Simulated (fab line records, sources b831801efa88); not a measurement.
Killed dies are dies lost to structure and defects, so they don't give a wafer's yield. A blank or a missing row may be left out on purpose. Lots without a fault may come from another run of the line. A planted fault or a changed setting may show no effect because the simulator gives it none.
Which tool did it? | flow sky130 | 6 lots, 18 wafers sampled, at 2 steps of a route of 708

WHAT THE GAUGES READ, wafer by wafer
SKY_VIA4_OVL_MEAS_11.
lot  | measured     | on         | VIA4_OVL (nm)
L358 | day 43 03:02 | overlay-02 | 1.5 1.3 0.1
L361 | day 43 21:05 | overlay-01 | -0.9 -2.0 -1.3
L364 | day 44 20:04 | overlay-01 | -0.2 0.5 -0.3
L366 | day 45 13:01 | overlay-02 | 2.0 1.8 2.8
L375 | day 48 09:11 | overlay-01 | 1.9 -2.8 -0.4
L378 | day 48 10:09 | overlay-02 | 0.6 -1.2 0.7

WHICH TOOL RAN EACH LOT (tool, then ch and the chambers of the sampled wafers, then the start)
lot  | SKY_LI_CONTACT_CLEAN_17
L358 | wet_bench-03 ch 1, day 29 19:07
L361 | wet_bench-04 ch 2, day 30 09:36
L364 | wet_bench-04 ch 1, day 31 11:57
L366 | wet_bench-01 ch 0, day 32 09:49
L375 | wet_bench-03 ch 2, day 36 03:09
L378 | wet_bench-03 ch 1, day 36 04:49
- SKY_LI_CONTACT_CLEAN_17: cleans in NMP, time 600 s.

THE ANSWER, worked out from the rows above alone
Rule: what is usual is taken from the lots themselves. Put in order of their means at a reading, lots are off if they are a third of the lots or fewer, leave a main group of 4 or more, and stand apart from it by a gap of 3 or more times the standard deviation of the main group's means; of several such gaps the widest counts. A main group whose means are all the same, to the digits that the tables above print for the reading, isn't used. A lot without any number at a reading at which 4 lots or more have one is off too. The other lots that the step has rows for count as sound.
No lot is off at any reading shown: from this, nothing can be told.

WHAT THE SIMULATOR HAD PUT IN
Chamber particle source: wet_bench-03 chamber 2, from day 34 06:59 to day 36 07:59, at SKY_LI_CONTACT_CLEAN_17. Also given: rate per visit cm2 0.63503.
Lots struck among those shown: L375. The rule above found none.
